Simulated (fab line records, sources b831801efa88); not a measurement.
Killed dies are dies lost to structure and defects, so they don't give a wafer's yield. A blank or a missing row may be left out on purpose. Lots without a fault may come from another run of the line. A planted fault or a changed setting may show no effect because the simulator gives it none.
fab line records | flow sky130
record lots=6 wafers=18 last_day=51
route steps=708 shown VIA4@651 METAL5@661 PAD_OPEN@708
lots that met no fault: from a run of the same line without faults
start_h: hours from the record's first day to the start of the lot's first wafer shown | wait_h: hours since the lot's step before | " the same as in the row above | L1.1+2: a row that stands for several wafers | - no value, or no start given | * or withheld: withheld | < > ~ a bound
route shown NAME@n: a module of which the file shows steps, and the number in the route of the first | usual: mean/standard deviation of fault-free wafers | same: alike in all rows | chamber/n: place in a boat | sites: the reading at each site | _std_site: their standard deviation | _edge_site: outer sites' mean less inner sites' | radius_mm: how far each site lies from the wafer's centre | mask NAME#n: copy n | behind: the tool/chamber that last shaped the wafer | hold: why the lot was held/for how many hours/how that ended | device: the transistor (n, p or np) that didn't switch | end of line: the same wafers' tests at the end of the route | a step without rows: its recipe alone | killed: dies lost to structure and defects at the first sort, not the wafer's yield | map: a wafer's dies, x killed, . not, _ none there
set.NAME: the setting as run; set.NAME@STEP: as run at that earlier step | model.NAME: the simulator's own value behind a step, which no gauge read
lots at some steps of the route; a table a step, a row a wafer
services: from which hour (start_h, from the record's first day; less than 0 if before it) a tool's chamber was out of use, for how many hours, and why
## steps
# step SKY_VIA4_ETCH_12
# recipe target=SiO2 chemistry=C4F8/O2/Ar stop_on=TiN mask_material=NOVOLAK source_w=1500 bias_w=1200 pressure_mtorr=40 c4f8_flow_sccm=withheld O2_flow_sccm=6 Ar_flow_sccm=300 time_s=withheld target_depth_a=5800
# step SKY_VIA4_STRIP_13
# recipe chemistry=O2/N2 power_w=1400 pressure_mtorr=1500 platen_temp_c=withheld o2_flow_sccm=3000 n2_flow_sccm=300 overash_fraction=0.5
# usual drypump_motor_current_A=5.4/0.44 oes_product_au=0.709/0.0046 strip_time_to_endpoint_s=12.81/0.031
# columns lot.wafer tool chamber start_h wait_h drypump_motor_current_A oes_product_au rf_hours_counter_h strip_time_to_endpoint_s
L313.1 plasma_asher-01 0 1049.31 - 5.7 0.715 124 12.83
L313.2 " 1 " " 4.8 0.711 124 12.78
L313.6 " 1 " " 4.8 0.718 - 12.81
L320.3 plasma_asher-03 1 1087.35 - 5.8 0.710 - 12.80
L320.4 " 0 " " 6.3 0.710 - 12.76
L320.6 " 1 " " 5.8 0.708 - 12.77
L325.1 plasma_asher-01 1 1129.69 - 4.8 0.708 6 12.79
L325.3 " 1 " " 4.9 0.703 - 12.78
L325.6 " 0 " " 5.7 0.709 - 12.82
L327.3 plasma_asher-02 0 1144.07 - 5.1 0.711 - 12.78
L327.4 " 1 " " 5.6 0.716 - 12.82
L327.5 " 1 " " 5.6 0.716 - 12.80
L329.1 plasma_asher-03 1 1152.11 - 5.8 0.712 40 12.74
L329.3 " 1 " " 5.8 0.716 - 12.77
L329.5 " 0 " " 6.3 0.708 - 12.79
L332.1 plasma_asher-01 1 1159.26 - 4.8 0.706 9 12.83
L332.3 " 0 " " 5.7 0.702 - 12.81
L332.6 " 0 " " 5.7 0.708 - 12.79
# step SKY_VIA4_STRIP_14
# recipe chemistry=post_etch_residue_remover time_s=1200 temp_c=72.5
# step SKY_VIA4_CLEAN_15
# recipe chemistry=IPA time_s=180 temp_c=25
# step SKY_VIA4_CLEAN_16
# recipe chemistry=O3/DIW dry=n2_spin
# step SKY_VIA4_SPUTTER_17
# recipe material=TiN target_thk_nm=20 chamber_pressure_pa=5 power_w=4000 time_s=80
# usual throttle_valve_pct=29.8/1.1
# columns lot.wafer tool chamber start_h wait_h throttle_valve_pct
L313.1 pvd_sputter-03 - 1049.94 0.0 28.7
L313.2 " - " " 31.6
L313.6 " - " " 28.9
L320.3 pvd_sputter-02 - 1088.00 0.0 30.9
L320.4 " - " " 31.3
L320.6 " - " " 28.7
L325.1 pvd_sputter-01 - 1130.42 0.0 31.1
L325.3 " - " " 29.8
L325.6 " - " " 30.0
L327.3 pvd_sputter-02 - 1144.67 0.0 31.1
L327.4 " - " " 28.7
L327.5 " - " " 28.6
L329.1 pvd_sputter-03 - 1152.72 0.0 31.8
L329.3 " - " " 28.7
L329.5 " - " " 29.1
L332.1 pvd_sputter-01 - 1159.85 0.0 31.2
L332.3 " - " " 29.6
L332.6 " - " " 31.1
# step SKY_VIA4_CVD_18
# recipe material=W target_thk_nm=505 time_s=152.14 temp_c=400 pressure_torr=40
# step SKY_VIA4_RS_MEAS_19
# recipe thk_meas_gauge=four-point-probe reads=W_of_VIA4_CVD_18+TiN_of_VIA4_SPUTTER_17
# usual VIA4_W_RS=0.227/0.0031
# columns lot.wafer tool chamber start_h wait_h VIA4_W_RS[ohm/sq]
L313.1 film_metro-03 - 1050.16 0.1 0.228
L313.2 " - " " 0.224
L313.6 " - " " 0.228
L320.3 film_metro-01 - 1088.25 0.1 0.224
L320.4 " - " " 0.228
L320.6 " - " " 0.227
L325.1 film_metro-02 - 1130.64 0.1 0.228
L325.3 " - " " 0.227
L325.6 " - " " 0.230
L327.3 film_metro-03 - 1144.92 0.1 0.228
L327.4 " - " " 0.230
L327.5 " - " " 0.228
L329.1 film_metro-01 - 1152.93 0.1 0.219
L329.3 " - " " 0.223
L329.5 " - " " 0.227
L332.1 film_metro-01 - 1160.07 0.1 0.228
L332.3 " - " " 0.223
L332.6 " - " " 0.230
# step SKY_VIA4_THK_MEAS_20
# recipe thk_meas_gauge=xrf reads=W_of_VIA4_CVD_18
# usual VIA4_W_THK=495/8.4
# columns lot.wafer tool chamber start_h wait_h VIA4_W_THK[nm]
L313.1 film_metro-03 - 1050.28 0.1 487
L313.2 " - " " 499
L313.6 " - " " 485
L320.3 film_metro-01 - 1088.35 0.1 505
L320.4 " - " " 495
L320.6 " - " " 498
L325.1 film_metro-02 - 1130.76 0.1 497
L325.3 " - " " 497
L325.6 " - " " 490
L327.3 film_metro-03 - 1145.02 0.1 488
L327.4 " - " " 488
L327.5 " - " " 489
L329.1 film_metro-01 - 1153.05 0.1 512
L329.3 " - " " 503
L329.5 " - " " 494
L332.1 film_metro-01 - 1160.19 0.1 491
L332.3 " - " " 500
L332.6 " - " " 486
# step SKY_VIA4_CMP_21
# recipe stop_on=SiO2 t_overpolish_s=25 down_force_psi=3.5 platen_rpm=60 target_thk_nm=0 pad_velocity_m_s=0.94248
# usual motor_current_A=11.1/1.5 overpolish_run_s=25.000/0.0099 slurry_filter_dp_kPa=13.50/0.15 time_to_endpoint_s=124/5.2
# columns lot.wafer tool chamber start_h wait_h motor_current_A overpolish_run_s slurry_filter_dp_kPa time_to_endpoint_s
L313.1 cmp-02 0 1050.44 0.1 9.5 25.009 13.50 132
L313.2 " 1 " " 12.0 25.002 13.36 130
L313.6 " 2 " " 10.1 24.993 13.37 129
L320.4 cmp-01 3 1088.39 0.0 9.2 24.997 13.50 125
L320.3 " 2 " " 14.4 24.989 13.48 125
L320.6 " 0 " " 11.2 25.000 13.77 122
L325.1 cmp-02 0 1130.82 0.1 9.6 24.999 13.57 121
L325.3 " 2 " " 10.4 24.999 13.30 118
L325.6 " 0 " " 10.3 25.018 13.69 120
L327.4 cmp-02 0 1145.06 0.0 10.0 25.005 13.49 119
L327.3 " 3 " " 10.3 24.984 13.39 125
L327.5 " 1 " " 12.8 24.993 13.33 120
L329.3 cmp-02 1 1153.11 0.0 12.6 25.009 13.47 119
L329.1 " 0 " " 10.4 24.993 13.58 127
L329.5 " 2 " " 10.1 25.013 13.51 114
L332.1 cmp-01 1 1160.30 0.1 13.0 24.995 13.44 128
L332.3 " 2 " " 14.2 25.015 13.66 125
L332.6 " 0 " " 10.1 25.000 13.67 122
# step SKY_METAL5_SPUTTER_00
# recipe material=Ti target_thk_nm=15 power_w=3000 time_s=10 chamber_pressure_pa=0.4
# step SKY_METAL5_SPUTTER_01
# recipe material=TiN target_thk_nm=20 power_w=6500 time_s=16.7 chamber_pressure_pa=0.4
# step SKY_METAL5_SPUTTER_02
# recipe material=AlCu target_thk_nm=1150 power_w=10600 time_s=61.2 chamber_pressure_pa=0.4
# usual throttle_valve_pct=30.0/1
# columns lot.wafer tool chamber start_h wait_h throttle_valve_pct model.AlCu_of_METAL5_SPUTTER_02.thk_nm
L313.1 pvd_sputter-04 - 1050.68 0.0 29.6 1147
L313.2 " - " " 29.5 1159
L313.6 " - " " 29.5 1175
L320.3 pvd_sputter-03 - 1088.74 0.0 28.5 1138
L320.4 " - " " 28.6 1136
L320.6 " - " " 32.0 1139
L325.1 pvd_sputter-02 - 1131.16 0.0 31.3 1152
L325.3 " - " " 28.6 1135
L325.6 " - " " 28.5 1139
L327.3 pvd_sputter-04 - 1145.41 0.0 29.8 1135
L327.4 " - " " 30.6 1140
L327.5 " - " " 31.1 1190
L329.1 pvd_sputter-04 - 1153.46 0.0 31.1 1151
L329.3 " - " " 29.7 1151
L329.5 " - " " 30.5 1216
L332.1 pvd_sputter-02 - 1160.60 0.0 28.6 1123
L332.3 " - " " 30.9 1131
L332.6 " - " " 31.0 1127
# step SKY_METAL5_SPUTTER_03
# recipe material=Ti target_thk_nm=5 power_w=3000 time_s=3.3 chamber_pressure_pa=0.4
# usual throttle_valve_pct=30.0/1
# columns lot.wafer tool chamber start_h wait_h throttle_valve_pct
L313.1 pvd_sputter-04 - 1050.74 0.0 29.8
L313.2 " - " " 29.7
L313.6 " - " " 29.7
L320.3 pvd_sputter-03 - 1088.79 0.0 28.5
L320.4 " - " " 28.7
L320.6 " - " " 31.8
L325.1 pvd_sputter-02 - 1131.22 0.0 31.2
L325.3 " - " " 28.7
L325.6 " - " " 28.5
L327.3 pvd_sputter-04 - 1145.46 0.0 29.6
L327.4 " - " " 30.8
L327.5 " - " " 30.8
L329.1 pvd_sputter-04 - 1153.51 0.0 30.8
L329.3 " - " " 29.9
L329.5 " - " " 30.5
L332.1 pvd_sputter-02 - 1160.65 0.0 28.9
L332.3 " - " " 31.2
L332.6 " - " " 30.9
# step SKY_METAL5_SPUTTER_04
# recipe material=TiN target_thk_nm=70 power_w=6500 time_s=58.3 chamber_pressure_pa=0.4
# usual throttle_valve_pct=30.0/0.97
# columns lot.wafer tool chamber start_h wait_h throttle_valve_pct
L313.1 pvd_sputter-04 - 1050.75 0.0 29.6
L313.2 " - " " 29.7
L313.6 " - " " 29.8
L320.3 pvd_sputter-03 - 1088.81 0.0 28.4
L320.4 " - " " 28.9
L320.6 " - " " 31.8
L325.1 pvd_sputter-02 - 1131.23 0.0 31.2
L325.3 " - " " 28.8
L325.6 " - " " 28.8
L327.3 pvd_sputter-04 - 1145.48 0.0 29.8
L327.4 " - " " 30.3
L327.5 " - " " 30.8
L329.1 pvd_sputter-04 - 1153.53 0.0 30.8
L329.3 " - " " 29.5
L329.5 " - " " 30.7
L332.1 pvd_sputter-02 - 1160.66 0.0 29.0
L332.3 " - " " 31.3
L332.6 " - " " 31.0
# step SKY_METAL5_RS_MEAS_05
# recipe thk_meas_gauge=four-point-probe reads=TiN_of_METAL5_SPUTTER_04+Ti_of_METAL5_SPUTTER_03+AlCu_of_METAL5_SPUTTER_02+TiN_of_METAL5_SPUTTER_01+Ti_of_METAL5_SPUTTER_00
# usual METAL5_ALCU_RS=0.0272/0.00031
# columns lot.wafer tool chamber start_h wait_h METAL5_ALCU_RS[ohm/sq]
L313.1 film_metro-03 - 1050.80 0.0 0.0272
L313.2 " - " " 0.0269
L313.6 " - " " 0.0265
L320.3 film_metro-04 - 1088.90 0.1 0.0274
L320.4 " - " " 0.0274
L320.6 " - " " 0.0274
L325.1 film_metro-04 - 1131.28 0.0 0.0270
L325.3 " - " " 0.0274
L325.6 " - " " 0.0273
L327.3 film_metro-03 - 1145.57 0.1 0.0274
L327.4 " - " " 0.0273
L327.5 " - " " 0.0262
L329.1 film_metro-03 - 1153.58 0.0 0.0271
L329.3 " - " " 0.0271
L329.5 " - " " 0.0256
L332.1 film_metro-03 - 1160.71 0.0 0.0278
L332.3 " - " " 0.0276
L332.6 " - " " 0.0277
# step SKY_METAL5_THK_MEAS_06
# recipe thk_meas_gauge=xrf reads=AlCu_of_METAL5_SPUTTER_02
# usual METAL5_ALCU_THK=1144/15
# columns lot.wafer tool chamber start_h wait_h METAL5_ALCU_THK[nm]
L313.1 film_metro-03 - 1050.92 0.1 1140
L313.2 " - " " 1147
L313.6 " - " " 1165
L320.3 film_metro-04 - 1089.00 0.1 1134
L320.4 " - " " 1139
L320.6 " - " " 1139
L325.1 film_metro-04 - 1131.40 0.1 1155
L325.3 " - " " 1137
L325.6 " - " " 1142
L327.3 film_metro-03 - 1145.67 0.1 1125
L327.4 " - " " 1128
L327.5 " - " " 1179
L329.1 film_metro-03 - 1153.70 0.1 1140
L329.3 " - " " 1140
L329.5 " - " " 1202
L332.1 film_metro-03 - 1160.83 0.1 1117
L332.3 " - " " 1131
L332.6 " - " " 1127
# step SKY_METAL5_DEHYDRATE_07
# recipe temp_c=200 time_s=60
# step SKY_PAD_OPEN_PROBE_99
# usual defect_limited_yield=82.2/2.1 killed_at_M0_to_M3=44/7.4 killed_at_M4_up=3.1/1.8 killed_at_contacts=25/6 killed_at_front_end=15/4.4 killed_at_other=0.3/0.49 killed_dies=88/10 killed_open=48/7.4 killed_short=39/6.3 sort_bin_3_pad_short=0.9/0.4 sort_bin_5_function=10.5/1.5 sort_bin_6_memory=6.5/1.3 sort_n_pass=404/10 sort_yield_pct=82.2/2.1
# same gross_dies=492 killed_at_back_side=0 sort_bin_4_leakage[%]=0 sort_bin_8_speed[%]=0
# columns lot.wafer tool chamber start_h wait_h defect_limited_yield[%] killed_at_M0_to_M3 killed_at_M4_up killed_at_contacts killed_at_front_end killed_at_other killed_dies killed_open killed_short sort_bin_3_pad_short[%] sort_bin_5_function[%] sort_bin_6_memory[%] sort_n_pass sort_yield_pct[%] model.etest.met5.rs_ohm_sq model.etest.met5.line_ohm_um
L313.1 prober-01 - 1118.00 0.1 83.3 42 2 19 19 0 82 39 43 0.8 9.6 6.3 410 83.3 0.02728 0.01701
L313.2 prober-01 - 1118.05 0.1 82.5 48 4 24 9 1 86 42 44 1.0 10.6 5.9 406 82.5 0.02706 0.01681
L313.6 prober-01 - 1118.25 0.2 82.5 37 2 30 17 0 86 51 35 0.2 10.4 6.9 406 82.5 0.02643 0.01647
L320.3 prober-02 - 1152.71 0.2 82.7 41 7 28 9 0 85 44 41 1.4 10.0 5.9 407 82.7 0.02743 0.01716
L320.4 prober-02 - 1152.76 0.2 80.1 56 0 30 12 0 98 52 46 1.0 11.4 7.5 394 80.1 0.02755 0.01722
L320.6 prober-02 - 1152.86 0.2 80.9 43 6 27 18 0 94 50 44 1.4 10.8 6.9 398 80.9 0.02723 0.0171
L325.1 prober-02 - 1188.88 0.1 82.5 44 1 27 14 0 86 58 28 0 11.6 5.9 406 82.5 0.02685 0.01676
L325.3 prober-02 - 1188.98 0.2 85.2 39 0 23 11 0 73 47 26 1.0 8.9 4.9 419 85.2 0.02727 0.017
L325.6 prober-02 - 1189.13 0.2 81.3 40 3 30 19 0 92 51 41 0.8 11.4 6.5 400 81.3 0.0273 0.01709
L327.3 prober-02 - 1202.23 0.2 79.7 50 1 35 14 0 100 48 49 0.8 13.0 6.5 392 79.7 0.02746 0.01703
L327.4 prober-02 - 1202.28 0.2 85.8 34 2 22 11 1 70 40 30 0.6 9.3 4.3 422 85.8 0.02753 0.01707
L327.5 prober-02 - 1202.33 0.2 78.7 50 4 34 16 1 105 55 47 0.4 14.0 6.9 387 78.7 0.02662 0.01651
L329.1 prober-02 - 1207.81 0.1 83.5 42 4 19 16 0 81 46 35 0 10.0 6.5 411 83.5 0.02724 0.01693
L329.3 prober-02 - 1207.91 0.2 82.9 48 5 15 15 1 84 49 35 0.6 9.3 7.1 408 82.9 0.02715 0.01692
L329.5 prober-02 - 1208.01 0.2 83.3 37 2 28 15 0 82 54 28 0.8 8.5 7.3 410 83.3 0.02564 0.01596
L332.1 prober-01 - 1214.05 0.1 80.7 52 1 26 16 0 95 50 45 0.8 10.6 7.9 397 80.7 0.02776 0.01734
L332.3 prober-01 - 1214.15 0.2 83.3 30 6 29 17 0 82 48 34 0.6 11.6 4.5 410 83.3 0.02803 0.01742
L332.6 prober-01 - 1214.30 0.2 80.1 38 5 34 20 1 98 59 39 1.0 12.0 6.9 394 80.1 0.02764 0.01716
# killed by level:class
L313.1 CONTACT:geometric_particle:open=8 FIELD_ISO:geometric_particle:short=6 VIA1:geometric_particle:short=6 VIA1:geometric_particle:open=6 VIA3:geometric_particle:open=6 VIA2:geometric_particle:open=5 SPACER:geometric_particle:short=4 CONTACT:geometric_particle:short=4
L313.2 METAL1:geometric_particle:short=11 LI_CONTACT:geometric_particle:open=9 VIA2:geometric_particle:open=7 CONTACT:geometric_particle:short=6 VIA1:geometric_particle:open=6 VIA3:geometric_particle:open=6 CONTACT:geometric_particle:open=5 FIELD_ISO:geometric_particle:short=4
L313.6 LI_CONTACT:geometric_particle:open=13 VIA1:geometric_particle:open=10 CONTACT:geometric_particle:open=7 VIA3:geometric_particle:open=7 CONTACT:geometric_particle:short=6 METAL3:geometric_particle:short=5 FIELD_ISO:geometric_particle:short=4 METAL1:geometric_particle:short=4
L320.3 CONTACT:geometric_particle:open=11 METAL2:geometric_particle:short=8 LI_CONTACT:geometric_particle:open=7 VIA2:geometric_particle:open=7 FIELD_ISO:geometric_particle:short=5 LI_CONTACT:geometric_particle:short=5 METAL1:geometric_particle:short=5 VIA1:geometric_particle:open=5
L320.4 METAL2:geometric_particle:short=13 CONTACT:geometric_particle:short=10 VIA1:geometric_particle:open=10 VIA2:geometric_particle:open=9 LI_CONTACT:geometric_particle:open=8 CONTACT:geometric_particle:open=8 VIA1:geometric_particle:short=7 VIA3:geometric_particle:open=6
L320.6 VIA1:geometric_particle:open=9 VIA3:geometric_particle:open=8 CONTACT:geometric_particle:open=8 LI_CONTACT:geometric_particle:open=7 LI_CONTACT:geometric_particle:short=6 VIA1:geometric_particle:short=6 FIELD_ISO:geometric_particle:open=5 POLY_GATE:geometric_particle:short=4
L325.1 VIA3:geometric_particle:open=12 CONTACT:geometric_particle:open=11 VIA1:geometric_particle:open=9 LI_CONTACT:geometric_particle:open=7 FIELD_ISO:geometric_particle:open=5 VIA1:geometric_particle:short=5 LOCAL_INTERCONNECT:geometric_particle:short=4 METAL2:geometric_particle:short=3
L325.3 CONTACT:geometric_particle:open=13 VIA1:geometric_particle:open=13 VIA2:geometric_particle:open=8 LOCAL_INTERCONNECT:geometric_particle:short=4 METAL1:geometric_particle:short=4 POLY_GATE:geometric_particle:open=3 LI_CONTACT:geometric_particle:open=3 VIA1:geometric_particle:short=3
L325.6 CONTACT:geometric_particle:open=12 VIA1:geometric_particle:open=10 METAL2:geometric_particle:short=9 LI_CONTACT:geometric_particle:open=8 VIA2:geometric_particle:open=7 FIELD_ISO:geometric_particle:short=5 LOCAL_INTERCONNECT:geometric_particle:short=5 LI_CONTACT:geometric_particle:short=4
L327.3 LI_CONTACT:geometric_particle:open=12 CONTACT:geometric_particle:open=11 CONTACT:geometric_particle:short=9 VIA1:geometric_particle:open=8 METAL1:geometric_particle:short=8 POLY_GATE:geometric_particle:short=7 METAL2:geometric_particle:short=7 VIA3:geometric_particle:open=6
L327.4 CONTACT:geometric_particle:short=6 VIA1:geometric_particle:open=6 VIA3:geometric_particle:open=6 CONTACT:geometric_particle:open=5 LOCAL_INTERCONNECT:geometric_particle:short=4 VIA2:geometric_particle:short=4 VIA2:geometric_particle:open=4 FIELD_ISO:geometric_particle:open=3
L327.5 CONTACT:geometric_particle:open=11 VIA1:geometric_particle:open=11 LI_CONTACT:geometric_particle:open=9 VIA3:geometric_particle:short=7 VIA2:geometric_particle:open=6 VIA2:geometric_particle:short=6 LOCAL_INTERCONNECT:geometric_particle:short=5 CONTACT:geometric_particle:short=5
L329.1 VIA1:geometric_particle:open=13 CONTACT:geometric_particle:open=8 VIA2:geometric_particle:short=6 VIA2:geometric_particle:open=5 VIA3:geometric_particle:short=5 POLY_GATE:geometric_particle:open=4 POLY_GATE:geometric_particle:short=4 METAL2:geometric_particle:short=4
L329.3 VIA1:geometric_particle:open=12 VIA3:geometric_particle:open=11 VIA1:geometric_particle:short=6 FIELD_ISO:geometric_particle:short=5 LI_CONTACT:geometric_particle:open=5 VIA2:geometric_particle:open=5 CONTACT:geometric_particle:open=4 METAL1:geometric_particle:short=4
L329.5 CONTACT:geometric_particle:open=11 FIELD_ISO:geometric_particle:open=8 VIA3:geometric_particle:open=8 VIA2:geometric_particle:open=6 LOCAL_INTERCONNECT:geometric_particle:short=5 METAL1:geometric_particle:short=5 VIA1:geometric_particle:open=5 VIA1:geometric_particle:short=5
L332.1 VIA2:geometric_particle:open=9 LI_CONTACT:geometric_particle:open=8 CONTACT:geometric_particle:open=8 VIA3:geometric_particle:open=8 VIA1:geometric_particle:open=7 VIA3:geometric_particle:short=7 POLY_GATE:geometric_particle:open=5 POLY_GATE:geometric_particle:short=4
L332.3 CONTACT:geometric_particle:open=10 VIA2:geometric_particle:open=9 LI_CONTACT:geometric_particle:open=7 CONTACT:geometric_particle:short=7 FIELD_ISO:geometric_particle:open=4 VIA1:geometric_particle:open=4 POLY_GATE:geometric_particle:open=4 METAL4:geometric_particle:short=4
L332.6 CONTACT:geometric_particle:open=14 VIA1:geometric_particle:open=9 CONTACT:geometric_particle:short=8 VIA3:geometric_particle:open=8 FIELD_ISO:geometric_particle:open=7 VIA2:geometric_particle:open=7 LI_CONTACT:geometric_particle:open=6 METAL4:geometric_particle:short=5
## services
# columns tool chamber start_h hours kind
pvd_sputter-01 - 1035.19 10.1 repair
pvd_sputter-04 0 1044.09 - consumable_replace:kit
pvd_sputter-04 0 1044.09 18.0 scheduled_down
pvd_sputter-04 0 1044.09 18.0 vent_cycle
pvd_sputter-01 - 1051.10 7.3 repair
plasma_asher-01 - 1055.25 9.0 pm
pvd_sputter-03 - 1056.67 3.3 repair
pvd_sputter-01 - 1058.87 0.6 repair
pvd_sputter-03 1 1083.67 - consumable_replace:kit
cmp-02 - 1084.04 4.0 pm
pvd_sputter-01 - 1099.19 1.9 repair
cmp-02 - 1099.50 0.8 repair
cmp-01 - 1110.06 5.3 pm
pvd_sputter-04 3 1129.91 - consumable_replace:kit
pvd_sputter-04 3 1129.91 18.0 scheduled_down
pvd_sputter-04 3 1129.91 18.0 vent_cycle
plasma_asher-02 - 1133.78 6.8 repair
pvd_sputter-01 - 1146.68 7.4 repair
pvd_sputter-04 2 1153.58 - consumable_replace:kit
pvd_sputter-04 2 1153.58 18.0 scheduled_down
pvd_sputter-04 2 1153.58 18.0 vent_cycle
pvd_sputter-02 3 1153.99 - consumable_replace:kit
pvd_sputter-02 3 1153.99 18.0 scheduled_down
pvd_sputter-02 3 1153.99 18.0 vent_cycle
## key
first_sign step=SKY_METAL5_RS_MEAS_05 reading=METAL5_ALCU_RS direction=down sigmas=4 usual=0.0272 struck=0.0259
effect step=SKY_METAL5_THK_MEAS_06 reading=METAL5_ALCU_THK direction=up sigmas=3.2 usual=1144 struck=1191
model_effect step=SKY_METAL5_SPUTTER_02 value=AlCu_of_METAL5_SPUTTER_02.thk_nm without=1147 struck=1203
model_effect step=SKY_PAD_OPEN_PROBE_99 value=etest.met5.rs_ohm_sq without=0.02742 struck=0.02613
met_at SKY_METAL5_SPUTTER_02
struck_wafers L327.5,L329.5
onset_between 1050.68 1145.41
fault kind=process_parameter_drift tool=pvd_sputter-04 chamber=- onset_h=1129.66 steps=SKY_METAL5_SPUTTER_02 channel=target_thk_nm offset=56.111 shape=step end_h=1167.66 scope=struck_wafers_only acts_in=these_recipes_only stated=1150
